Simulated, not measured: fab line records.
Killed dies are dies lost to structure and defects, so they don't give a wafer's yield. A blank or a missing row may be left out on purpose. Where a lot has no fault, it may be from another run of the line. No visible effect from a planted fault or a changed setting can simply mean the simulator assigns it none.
fab line records | flow sky130
record: lots: 5 | wafers: 15 | lastDay: 50
route steps=708 shown METAL3@561 VIA3@573 PAD_OPEN@708
lots with no fault: from the same line, run without faults
startH: the number of hours between the record's first day and the start of the first shown wafer of the lot | waitH: time in hours since the lot's previous step | " repeats the value in the row above | L1.1+2: a row that stands for several wafers | - either no value or no given start | * or withheld: withheld | < > ~ a bound
route shown NAME@n: NAME is a module with steps in the file, n the number in the route of the first one | usual: the fault-free wafers' mean and standard deviation | same: alike in all rows | chamber/n: place in a boat | sites: per-site readings | _std_site: the standard deviation of these | _edge_site: outer sites' mean less inner sites' | radiusMm: how far each site lies from the wafer's centre | mask NAME#n: copy n | behind: tool/chamber where the wafer was last shaped | hold: why the lot went on hold/how many hours it stayed there/how the hold came to an end | device: whichever transistor did not switch (one of n, p or np) | end of line: tests of these same wafers at the route's end | a step with no rows: only its recipe | killed: not the wafer's yield, but the dies lost to structure and defects at the first sort | map: the dies of a wafer, with x for killed, . for not killed, _ for no die there
set.NAME: the run value of the setting; set.NAME@STEP: its run value at that earlier step | model.NAME: the simulator's own value behind a step, which no gauge read
lots seen at some steps along the route; tables by step, rows by wafer
services: when a tool's chamber went out of use (startH, in hours from the record's first day, below 0 if earlier), for how many hours, and the reason
== steps ==
step: SKY_METAL3_PEB_11
recipe: pebTempC: withheld | pebTimeS: withheld | resist: KrF-thick
step: SKY_METAL3_DEVELOP_12
recipe: developTimeS: 60 | resist: KrF-thick | devTempC: 21
step: SKY_METAL3_CD_MEAS_13
recipe: targetCdNm: 300
usual: cdNm: 300.2/1.6
lot.wafer | tool     | chamber | startH  | waitH | cdNm
L102.2    | cdSem-01 | -       | 917.40  | -     | 299.0
L102.4    | "        | -       | "       | "     | 300.0
L102.5    | "        | -       | "       | "     | 302.9
L107.1    | cdSem-01 | -       | 967.73  | -     | 302.5
L107.2    | "        | -       | "       | "     | 302.8
L107.6    | "        | -       | "       | "     | 302.0
L116.1    | cdSem-02 | -       | 1021.47 | -     | 298.7
L116.2    | "        | -       | "       | "     | 297.5
L116.3    | "        | -       | "       | "     | 299.0
L119.4    | cdSem-02 | -       | 1041.18 | -     | 302.8
L119.5    | "        | -       | "       | "     | 302.0
L119.6    | "        | -       | "       | "     | 302.9
L121.1    | cdSem-01 | -       | 1050.77 | -     | 299.5
L121.3    | "        | -       | "       | "     | 299.4
L121.5    | "        | -       | "       | "     | 299.8
step: SKY_METAL3_OVL_MEAS_14
usual: METAL3_OVL: 2/4.8
lot.wafer | tool       | chamber | startH  | waitH | METAL3_OVL[nm]
L102.2    | overlay-01 | -       | 917.51  | 0.1   | -4
L102.4    | "          | -       | "       | "     | -2
L102.5    | "          | -       | "       | "     | -2
L107.1    | overlay-01 | -       | 967.85  | 0.1   | 5
L107.2    | "          | -       | "       | "     | 4
L107.6    | "          | -       | "       | "     | 1
L116.1    | overlay-02 | -       | 1021.59 | 0.1   | -2
L116.2    | "          | -       | "       | "     | 1
L116.3    | "          | -       | "       | "     | -2
L119.4    | overlay-01 | -       | 1041.25 | 0.1   | -1
L119.5    | "          | -       | "       | "     | -7
L119.6    | "          | -       | "       | "     | 0
L121.1    | overlay-01 | -       | 1050.89 | 0.1   | 5
L121.3    | "          | -       | "       | "     | 10
L121.5    | "          | -       | "       | "     | 5
step: SKY_METAL3_DESCUM_15
recipe: chemistry: O2 | sourcePowerW: 150 | biasPowerW: 0 | pressureMtorr: 10 | tempC: 40 | timeS: 8
step: SKY_METAL3_ETCH_16
recipe: chemistry: N2/H2 | target: BARC | ionEnergyEv: 200 | biasW: 100 | pressureMtorr: 30 | n2FlowSccm: 100 | h2FlowSccm: 200 | icpW: 500 | stopOn: SiO2 | timeS: 88.2 | targetDepthA: 600
usual: drypumpMotorCurrentA: 5.67/0.22 | oesProductAu: 0.626/0.0043 | throttleValvePct: 13.204/0.0085
lot.wafer | tool        | chamber | startH  | waitH | drypumpMotorCurrentA | oesProductAu | rfHoursCounterH | throttleValvePct
L102.2    | rieMetal-02 | 1       | 917.57  | 0.0   | 5.70                 | 0.621        | 4               | 13.208
L102.4    | "           | 0       | "       | "     | 5.99                 | 0.628        | -               | 13.200
L102.5    | "           | 1       | "       | "     | 5.69                 | 0.632        | -               | 13.210
L107.1    | rieMetal-01 | 1       | 967.92  | 0.0   | 5.71                 | 0.626        | 11              | 13.198
L107.2    | "           | 0       | "       | "     | 5.29                 | 0.616        | 18              | 13.201
L107.6    | "           | 0       | "       | "     | 5.31                 | 0.627        | -               | 13.220
L116.1    | rieMetal-01 | 1       | 1021.66 | 0.0   | 5.72                 | 0.624        | 14              | 13.219
L116.2    | "           | 0       | "       | "     | 5.28                 | 0.631        | 21              | 13.208
L116.3    | "           | 1       | "       | "     | 5.69                 | 0.625        | -               | 13.213
L119.4    | rieMetal-03 | 0       | 1041.36 | 0.1   | 5.79                 | 0.622        | -               | 13.200
L119.5    | "           | 0       | "       | "     | 5.78                 | 0.628        | -               | 13.207
L119.6    | "           | 1       | "       | "     | 5.54                 | 0.617        | -               | 13.205
L121.1    | rieMetal-03 | 0       | 1050.95 | 0.0   | 5.78                 | 0.624        | 13              | 13.197
L121.3    | "           | 0       | "       | "     | 5.78                 | 0.619        | -               | 13.195
L121.5    | "           | 1       | "       | "     | 5.53                 | 0.629        | -               | 13.223
step: SKY_METAL3_ETCH_17
recipe: target: SiO2 | stopOn: TiN | chemistry: C4F8/O2/Ar | sourceW: 1500 | biasW: 1200 | pressureMtorr: 40 | c4f8FlowSccm: withheld | O2_flow_sccm: 6 | Ar_flow_sccm: 300 | timeS: 3.9 | targetDepthA: 150
usual: oesProductAu: 0.754/0.0079
lot.wafer | tool       | chamber | startH  | waitH | oesProductAu | rfHoursCounterH
L102.2    | rieDiel-01 | 3       | 917.67  | 0.1   | 0.751        | 17
L102.4    | "          | 0       | "       | "     | 0.757        | 12
L102.5    | "          | 2       | "       | "     | 0.760        | -
L107.1    | rieDiel-02 | 1       | 968.02  | 0.1   | 0.746        | 11
L107.2    | "          | 3       | "       | "     | 0.749        | 10
L107.6    | "          | 3       | "       | "     | 0.767        | -
L116.1    | rieDiel-01 | 1       | 1021.76 | 0.1   | 0.763        | 20
L116.2    | "          | 0       | "       | "     | 0.758        | 15
L116.3    | "          | 2       | "       | "     | 0.759        | 1
L119.4    | rieDiel-02 | 0       | 1041.44 | 0.0   | 0.754        | 11
L119.5    | "          | 3       | "       | "     | 0.751        | -
L119.6    | "          | 0       | "       | "     | 0.762        | -
L121.1    | rieDiel-03 | 0       | 1051.05 | 0.1   | 0.747        | 3
L121.3    | "          | 1       | "       | "     | 0.751        | 6
L121.5    | "          | 1       | "       | "     | 0.754        | -
step: SKY_METAL3_METAL_ETCH_18
recipe: targetDepthA: 8450 | stopOn: SiO2 | overEtchFrac: 0.3 | timeS: 183.1 | chemistry: Cl2/BCl3 | resistSidewallDeg: 88 | pressureMtorr: 10 | icpW: 900 | biasW: 48.5 | Cl2_flow_sccm: 60 | bcl3FlowSccm: 30
usual: drypumpMotorCurrentA: 5.63/0.19 | oesProductAu: 0.864/0.0077 | throttleValvePct: 22.264/0.0092
lot.wafer | tool        | chamber | startH  | waitH | drypumpMotorCurrentA | oesProductAu | rfHoursCounterH | throttleValvePct
L102.2    | rieMetal-03 | 1       | 917.69  | 0.0   | 5.53                 | 0.865        | 18              | 22.277
L102.4    | "           | 0       | "       | "     | 5.81                 | 0.875        | -               | 22.257
L102.5    | "           | 1       | "       | "     | 5.52                 | 0.864        | -               | 22.256
L107.1    | rieMetal-03 | 1       | 968.04  | 0.0   | 5.52                 | 0.849        | 20              | 22.277
L107.2    | "           | 0       | "       | "     | 5.77                 | 0.864        | 6               | 22.265
L107.6    | "           | 0       | "       | "     | 5.79                 | 0.872        | -               | 22.256
L116.1    | rieMetal-03 | 0       | 1021.77 | 0.0   | 5.80                 | 0.867        | 11              | 22.263
L116.2    | "           | 0       | "       | "     | 5.80                 | 0.853        | -               | 22.268
L116.3    | "           | 0       | "       | "     | 5.79                 | 0.860        | -               | 22.285
L119.4    | rieMetal-01 | 1       | 1041.52 | 0.1   | 5.68                 | 0.870        | -               | 22.255
L119.5    | "           | 0       | "       | "     | 5.30                 | 0.854        | -               | 22.253
L119.6    | "           | 1       | "       | "     | 5.69                 | 0.875        | -               | 22.264
L121.1    | rieMetal-01 | 1       | 1051.07 | 0.0   | 5.69                 | 0.862        | 16              | 22.274
L121.3    | "           | 1       | "       | "     | 5.69                 | 0.873        | -               | 22.268
L121.5    | "           | 1       | "       | "     | 5.70                 | 0.886        | -               | 22.255
step: SKY_METAL3_STRIP_19
recipe: chemistry: O2/N2 | powerW: 1400 | pressureMtorr: 1500 | platenTempC: withheld | o2FlowSccm: 3000 | n2FlowSccm: 300 | overashFraction: 0.5
usual: drypumpMotorCurrentA: 5.7/0.54 | oesProductAu: 0.501/0.0054 | stripTimeToEndpointS: 6.50/0.08
lot.wafer | tool           | chamber | startH  | waitH | drypumpMotorCurrentA | oesProductAu | rfHoursCounterH | stripTimeToEndpointS
L102.2    | plasmaAsher-02 | 0       | 917.86  | 0.1   | 5.5                  | 0.490        | 48              | 6.32
L102.4    | "              | 0       | "       | "     | 5.5                  | 0.501        | -               | 6.45
L102.5    | "              | 0       | "       | "     | 5.5                  | 0.487        | -               | 6.34
L107.1    | plasmaAsher-04 | 1       | 968.21  | 0.1   | 5.3                  | 0.502        | 22              | 6.46
L107.2    | "              | 0       | "       | "     | 5.3                  | 0.500        | 22              | 6.54
L107.6    | "              | 0       | "       | "     | 5.3                  | 0.507        | -               | 6.47
L116.1    | plasmaAsher-01 | 0       | 1022.13 | 0.3   | 6.6                  | 0.500        | 89              | 6.46
L116.2    | "              | 1       | "       | "     | 5.4                  | 0.498        | 89              | 6.36
L116.3    | "              | 1       | "       | "     | 5.4                  | 0.499        | -               | 6.42
L119.4    | plasmaAsher-02 | 1       | 1041.67 | 0.1   | 5.4                  | 0.505        | -               | 6.66
L119.5    | "              | 1       | "       | "     | 5.4                  | 0.498        | -               | 6.48
L119.6    | "              | 0       | "       | "     | 5.5                  | 0.507        | -               | 6.70
L121.1    | plasmaAsher-01 | 0       | 1051.43 | 0.3   | 6.6                  | 0.504        | 90              | 6.57
L121.3    | "              | 1       | "       | "     | 5.4                  | 0.499        | -               | 6.58
L121.5    | "              | 1       | "       | "     | 5.4                  | 0.513        | -               | 6.65
step: SKY_METAL3_STRIP_20
recipe: chemistry: postEtchResidueRemover | timeS: 1200 | tempC: 72.5
step: SKY_METAL3_CLEAN_21
recipe: chemistry: IPA | timeS: 180 | tempC: 25
step: SKY_METAL3_CLEAN_22
recipe: chemistry: O3/DIW | dry: n2Spin
step: SKY_VIA3_HDPCVD_00
recipe: material: SiO2 | targetThkNm: 1635 | sigmaOpenFrac: 0.3 | timeS: 272.5 | tempC: 400 | sih4FlowSccm: 60 | pressureMtorr: 6
usual: runLengthS: 300.7/0.47 | sih4FlowSccm: 60.00/0.17
lot.wafer | tool      | chamber | startH  | waitH | runLengthS | sih4FlowSccm | model.SiO2_of_VIA3_HDPCVD_00.thkNm
L102.2    | hdpcvd-02 | 1       | 918.81  | 0.0   | 301.0      | 59.92        | 1648
L102.4    | "         | 2       | "       | "     | 300.6      | 60.03        | 1592
L102.5    | "         | 1       | "       | "     | 300.9      | 59.89        | 1634
L107.1    | hdpcvd-01 | 0       | 968.81  | 0.0   | 378.7      | 60.17        | 2133
L107.2    | "         | 2       | "       | "     | 300.9      | 60.21        | 1619
L107.6    | "         | 0       | "       | "     | 301.4      | 59.87        | 1660
L116.1    | hdpcvd-01 | 0       | 1022.72 | 0.0   | 301.2      | 59.98        | 1633
L116.2    | "         | 2       | "       | "     | 300.5      | 60.05        | 1594
L116.3    | "         | 1       | "       | "     | 301.2      | 60.02        | 1634
L119.4    | hdpcvd-02 | 1       | 1042.32 | 0.1   | 300.3      | 60.12        | 1649
L119.5    | "         | 1       | "       | "     | 300.4      | 60.07        | 1652
L119.6    | "         | 0       | "       | "     | 299.9      | 60.18        | 1606
L121.1    | hdpcvd-01 | 0       | 1052.02 | 0.0   | 300.9      | 60.16        | 1647
L121.3    | "         | 2       | "       | "     | 300.7      | 59.78        | 1635
L121.5    | "         | 0       | "       | "     | 300.6      | 60.06        | 1665
step: SKY_VIA3_THK_MEAS_01
recipe: reads: SiO2_of_VIA3_HDPCVD_00
usual: VIA3_HDPCVD_THK: 1634/24
lot.wafer | tool         | chamber | startH  | waitH | hold                    | VIA3_HDPCVD_THK[nm]
L102.2    | filmMetro-03 | -       | 918.98  | 0.1   | -                       | 1647
L102.4    | "            | -       | "       | "     | -                       | 1593
L102.5    | "            | -       | "       | "     | -                       | 1634
L107.1    | filmMetro-03 | -       | 968.97  | 0.1   | awaitDispo/0.2h/release | 2132
L107.2    | "            | -       | "       | "     | awaitDispo/0.2h/release | 1619
L107.6    | "            | -       | "       | "     | awaitDispo/0.2h/release | 1660
L107.1    | filmMetro-03 | -       | 969.20  | 0.2   | -                       | 2132
L107.2    | "            | -       | "       | "     | -                       | 1619
L107.6    | "            | -       | "       | "     | -                       | 1659
L116.1    | filmMetro-03 | -       | 1022.89 | 0.1   | -                       | 1633
L116.2    | "            | -       | "       | "     | -                       | 1596
L116.3    | "            | -       | "       | "     | -                       | 1634
L119.4    | filmMetro-03 | -       | 1042.51 | 0.1   | -                       | 1649
L119.5    | "            | -       | "       | "     | -                       | 1653
L119.6    | "            | -       | "       | "     | -                       | 1606
L121.1    | filmMetro-03 | -       | 1052.27 | 0.2   | -                       | 1647
L121.3    | "            | -       | "       | "     | -                       | 1633
L121.5    | "            | -       | "       | "     | -                       | 1665
step: SKY_VIA3_CMP_02
recipe: material: SiO2 | downForcePsi: 4 | platenRpm: 60 | padVelocityMS: 0.94248
usual: edgeZonePressureFrac: 1.000/0.0049 | motorCurrentA: 11.6/0.92
lot.wafer | tool   | chamber | startH  | waitH | hold                    | edgeZonePressureFrac | motorCurrentA
L102.2    | cmp-01 | 0       | 919.03  | 0.0   | -                       | 0.998                | 12.8
L102.4    | "      | 2       | "       | "     | -                       | 1.007                | 10.5
L102.5    | "      | 1       | "       | "     | -                       | 0.998                | 10.4
L107.1    | cmp-01 | 1       | 972.10  | 2.9   | awaitDispo/2.7h/release | 0.997                | 10.5
L107.2    | "      | 2       | "       | "     | awaitDispo/2.7h/release | 1.004                | 10.6
L107.6    | "      | 0       | "       | "     | awaitDispo/2.7h/release | 1.003                | 12.5
L116.1    | cmp-01 | 3       | 1022.95 | 0.1   | -                       | 0.990                | 11.7
L116.2    | "      | 1       | "       | "     | -                       | 1.003                | 10.6
L116.3    | "      | 2       | "       | "     | -                       | 0.998                | 11.0
L119.4    | cmp-01 | 0       | 1042.91 | 0.4   | -                       | 0.996                | 12.6
L119.6    | "      | 2       | "       | "     | -                       | 0.993                | 10.6
L119.5    | "      | 3       | "       | "     | -                       | 0.996                | 12.6
L121.1    | cmp-01 | 3       | 1052.33 | 0.1   | -                       | 0.991                | 12.8
L121.3    | "      | 0       | "       | "     | -                       | 0.995                | 12.1
L121.5    | "      | 0       | "       | "     | -                       | 1.000                | 13.0
step: SKY_PAD_OPEN_PROBE_99
usual: defectLimitedYield: 82.9/1.7 | killed_at_M0_to_M3: 42/6.1 | killed_at_M4_up: 3.4/2 | killedAtContacts: 23/4.8 | killedAtFrontEnd: 15/3.8 | killedAtOther: 0.3/0.48 | killedDies: 84/8.5 | killedOpen: 46/6.8 | killedShort: 38/6.2 | sort_bin_3_pad_short: 0.8/0.42 | sort_bin_5_function: 10.1/1.4 | sort_bin_6_memory: 6.2/0.99 | sortNPass: 408/8.5 | sortYieldPct: 82.9/1.7
same: grossDies: 492 | killedAtBackSide: 0 | sort_bin_4_leakage[%]: 0 | sort_bin_8_speed[%]: 0
lot.wafer | tool      | chamber | startH  | waitH | defectLimitedYield[%] | killed_at_M0_to_M3 | killed_at_M4_up | killedAtContacts | killedAtFrontEnd | killedAtOther | killedDies | killedOpen | killedShort | sort_bin_3_pad_short[%] | sort_bin_5_function[%] | sort_bin_6_memory[%] | sortNPass | sortYieldPct[%]
L102.2    | prober-02 | -       | 1089.94 | 0.1   | 80.5                  | 48                 | 5               | 21               | 21               | 1             | 96         | 40         | 56          | 1.6                     | 12.4                   | 5.5                  | 396       | 80.5
L102.4    | prober-02 | -       | 1090.04 | 0.2   | 82.9                  | 45                 | 6               | 22               | 11               | 0             | 84         | 44         | 40          | 0.6                     | 9.1                    | 7.3                  | 408       | 82.9
L102.5    | prober-02 | -       | 1090.09 | 0.2   | 83.1                  | 32                 | 2               | 34               | 15               | 0             | 83         | 47         | 36          | 0.2                     | 8.9                    | 7.7                  | 409       | 83.1
L107.1    | prober-01 | -       | 1131.99 | 0.1   | 81.1                  | 45                 | 2               | 24               | 21               | 1             | 93         | 47         | 45          | 0.6                     | 11.6                   | 6.7                  | 399       | 81.1
L107.2    | prober-01 | -       | 1132.04 | 0.1   | 81.9                  | 49                 | 3               | 26               | 11               | 0             | 89         | 51         | 37          | 1.0                     | 10.4                   | 6.7                  | 403       | 81.9
L107.6    | prober-01 | -       | 1132.24 | 0.2   | 84.8                  | 30                 | 3               | 26               | 16               | 0             | 75         | 36         | 37          | 0.6                     | 9.1                    | 5.5                  | 417       | 84.8
L116.1    | prober-02 | -       | 1172.82 | 0.1   | 83.1                  | 40                 | 5               | 23               | 15               | 0             | 83         | 41         | 42          | 0.8                     | 8.5                    | 7.5                  | 409       | 83.1
L116.2    | prober-02 | -       | 1172.87 | 0.1   | 83.7                  | 47                 | 5               | 15               | 13               | 0             | 80         | 45         | 35          | 1.0                     | 10.0                   | 5.3                  | 412       | 83.7
L116.3    | prober-02 | -       | 1172.92 | 0.2   | 82.3                  | 42                 | 3               | 25               | 17               | 0             | 87         | 52         | 35          | 0.4                     | 10.8                   | 6.5                  | 405       | 82.3
L119.4    | prober-02 | -       | 1188.64 | 0.2   | 83.1                  | 48                 | 3               | 18               | 14               | 0             | 83         | 40         | 43          | 1.0                     | 10.0                   | 5.9                  | 409       | 83.1
L119.5    | prober-02 | -       | 1188.69 | 0.2   | 83.3                  | 38                 | 4               | 22               | 18               | 0             | 82         | 38         | 44          | 0.8                     | 7.7                    | 8.1                  | 410       | 83.3
L119.6    | prober-02 | -       | 1188.74 | 0.2   | 80.9                  | 53                 | 1               | 22               | 16               | 2             | 94         | 51         | 43          | 1.8                     | 10.8                   | 6.5                  | 398       | 80.9
L121.1    | prober-02 | -       | 1194.33 | 0.1   | 83.1                  | 41                 | 8               | 21               | 13               | 0             | 83         | 45         | 38          | 0.6                     | 11.4                   | 4.9                  | 409       | 83.1
L121.3    | prober-02 | -       | 1194.43 | 0.2   | 81.7                  | 54                 | 6               | 19               | 11               | 0             | 90         | 44         | 46          | 0.6                     | 12.2                   | 5.5                  | 402       | 81.7
L121.5    | prober-02 | -       | 1194.53 | 0.2   | 84.1                  | 44                 | 3               | 14               | 17               | 0             | 78         | 40         | 38          | 1.2                     | 9.1                    | 5.5                  | 414       | 84.1
killed by level:class
L102.2 METAL1:geometricParticle:short=11 POLY_GATE:geometricParticle:short=8 VIA2:geometricParticle:open=8 VIA1:geometricParticle:short=8 LI_CONTACT:geometricParticle:open=6 METAL2:geometricParticle:short=6 CONTACT:geometricParticle:open=6 VIA1:geometricParticle:open=6
L102.4 CONTACT:geometricParticle:open=9 VIA1:geometricParticle:open=9 VIA3:geometricParticle:open=8 METAL2:geometricParticle:short=6 METAL1:geometricParticle:short=6 LOCAL_INTERCONNECT:geometricParticle:short=5 FIELD_ISO:geometricParticle:short=4 LI_CONTACT:geometricParticle:open=4
L102.5 CONTACT:geometricParticle:open=14 METAL2:geometricParticle:short=8 LI_CONTACT:geometricParticle:open=8 LI_CONTACT:geometricParticle:short=5 VIA3:geometricParticle:open=5 POLY_GATE:geometricParticle:short=4 VIA2:geometricParticle:open=4 FIELD_ISO:geometricParticle:short=3
L107.1 CONTACT:geometricParticle:open=11 VIA3:geometricParticle:open=8 POLY_GATE:geometricParticle:short=7 VIA1:geometricParticle:open=7 METAL2:geometricParticle:short=6 POLY_GATE:geometricParticle:open=5 CONTACT:geometricParticle:short=5 VIA3:geometricParticle:short=5
L107.2 VIA1:geometricParticle:open=12 CONTACT:geometricParticle:open=9 VIA2:geometricParticle:open=9 LI_CONTACT:geometricParticle:open=7 LOCAL_INTERCONNECT:geometricParticle:short=5 METAL1:geometricParticle:short=5 VIA1:geometricParticle:short=5 FIELD_ISO:geometricParticle:open=4
L107.6 VIA1:geometricParticle:open=9 LI_CONTACT:geometricParticle:open=8 CONTACT:geometricParticle:open=8 CONTACT:geometricParticle:short=7 FIELD_ISO:geometricParticle:short=4 METAL1:geometricParticle:short=4 METAL2:geometricParticle:short=4 VIA3:geometricParticle:short=4
L116.1 VIA1:geometricParticle:open=11 METAL1:geometricParticle:short=7 LI_CONTACT:geometricParticle:open=6 VIA2:geometricParticle:open=6 CONTACT:geometricParticle:short=5 CONTACT:geometricParticle:open=5 METAL4:geometricParticle:short=5 SPACER:geometricParticle:short=4
L116.2 VIA1:geometricParticle:open=15 LI_CONTACT:geometricParticle:open=6 CONTACT:geometricParticle:open=5 METAL2:geometricParticle:short=5 VIA2:geometricParticle:open=5 METAL1:geometricParticle:short=4 VIA1:geometricParticle:short=4 VIA3:geometricParticle:short=4
L116.3 VIA1:geometricParticle:open=13 LOCAL_INTERCONNECT:geometricParticle:short=9 VIA3:geometricParticle:open=8 LI_CONTACT:geometricParticle:open=7 FIELD_ISO:geometricParticle:short=4 CONTACT:geometricParticle:open=4 POLY_GATE:geometricParticle:open=4 VIA2:geometricParticle:open=4
L119.4 METAL1:geometricParticle:short=10 CONTACT:geometricParticle:open=8 VIA2:geometricParticle:open=7 VIA3:geometricParticle:open=6 VIA1:geometricParticle:open=6 FIELD_ISO:geometricParticle:open=5 VIA1:geometricParticle:short=5 FIELD_ISO:geometricParticle:short=4
L119.5 VIA1:geometricParticle:open=10 FIELD_ISO:geometricParticle:short=7 VIA2:geometricParticle:open=7 LOCAL_INTERCONNECT:geometricParticle:short=7 CONTACT:geometricParticle:open=7 CONTACT:geometricParticle:short=5 POLY_GATE:geometricParticle:short=4 METAL2:geometricParticle:short=4
L119.6 METAL1:geometricParticle:short=11 CONTACT:geometricParticle:open=9 VIA2:geometricParticle:open=7 VIA1:geometricParticle:open=7 METAL2:geometricParticle:short=6 FIELD_ISO:geometricParticle:open=6 LI_CONTACT:geometricParticle:open=6 VIA3:geometricParticle:open=5
L121.1 VIA1:geometricParticle:open=9 VIA3:geometricParticle:open=7 LI_CONTACT:geometricParticle:open=6 CONTACT:geometricParticle:short=6 CONTACT:geometricParticle:open=6 VIA2:geometricParticle:open=6 FIELD_ISO:geometricParticle:short=5 POLY_GATE:geometricParticle:short=5
L121.3 VIA3:geometricParticle:open=13 METAL1:geometricParticle:short=8 METAL2:geometricParticle:short=8 VIA1:geometricParticle:open=7 VIA2:geometricParticle:open=7 VIA1:geometricParticle:short=6 CONTACT:geometricParticle:open=5 LOCAL_INTERCONNECT:geometricParticle:short=5
L121.5 VIA1:geometricParticle:open=10 VIA2:geometricParticle:open=8 VIA3:geometricParticle:open=6 CONTACT:geometricParticle:open=6 METAL1:geometricParticle:short=5 METAL2:geometricParticle:short=5 FIELD_ISO:geometricParticle:short=4 POLY_GATE:geometricParticle:open=4
== services ==
tool           | chamber | startH  | hours | kind
rieDiel-02     | 1       | 897.06  | 14.5  | repair
rieDiel-01     | 2       | 897.63  | 7.3   | repair
plasmaAsher-01 | -       | 904.09  | 1.9   | repair
rieMetal-01    | 0       | 906.59  | 1.2   | repair
rieDiel-01     | 1       | 908.34  | 7.2   | repair
hdpcvd-02      | -       | 909.63  | 2.8   | pm
cmp-01         | -       | 912.00  | 4.0   | pm
plasmaAsher-01 | -       | 918.16  | 0.6   | repair
rieDiel-01     | -       | 927.41  | 2.8   | pm
rieDiel-02     | 3       | 927.68  | 4.2   | repair
cmp-01         | -       | 947.38  | 4.5   | repair
hdpcvd-02      | -       | 950.25  | 15.0  | pm
plasmaAsher-02 | -       | 964.40  | 2.8   | pm
hdpcvd-02      | -       | 970.28  | 0.4   | repair
hdpcvd-01      | 1       | 970.94  | 14.3  | repair
hdpcvd-02      | -       | 973.46  | 5.5   | repair
rieDiel-02     | 0       | 974.20  | 7.0   | repair
rieDiel-02     | 1       | 975.35  | 4.3   | repair
plasmaAsher-02 | -       | 990.95  | 1.4   | repair
rieMetal-03    | -       | 992.67  | 2.0   | repair
rieDiel-01     | -       | 1005.27 | 0.8   | repair
plasmaAsher-02 | -       | 1009.26 | 1.1   | repair
plasmaAsher-01 | -       | 1023.84 | 16.7  | repair
rieDiel-01     | 3       | 1040.79 | 7.2   | repair
== key ==
firstSign: step: SKY_VIA3_HDPCVD_00 | reading: runLengthS | direction: up | sigmas: 99+ | usual: * | struck: *
effect: step: SKY_VIA3_THK_MEAS_01 | reading: visit | direction: added
effect: step: SKY_VIA3_THK_MEAS_01 | reading: VIA3_HDPCVD_THK | direction: up | sigmas: 21 | usual: 1634 | struck: 2132
modelEffect: step: SKY_VIA3_HDPCVD_00 | value: SiO2_of_VIA3_HDPCVD_00.thkNm | without: 1665 | struck: 2133
metAt SKY_VIA3_HDPCVD_00
struckWafers L107.1
fault: kind: processParameterDrift | tool: hdpcvd-01 | chamber: - | onsetH: 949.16 | steps: SKY_VIA3_HDPCVD_00 | channel: timeS | offset: * | shape: step | endH: 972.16 | scope: struckWafersOnly | actsIn: * | stated: *
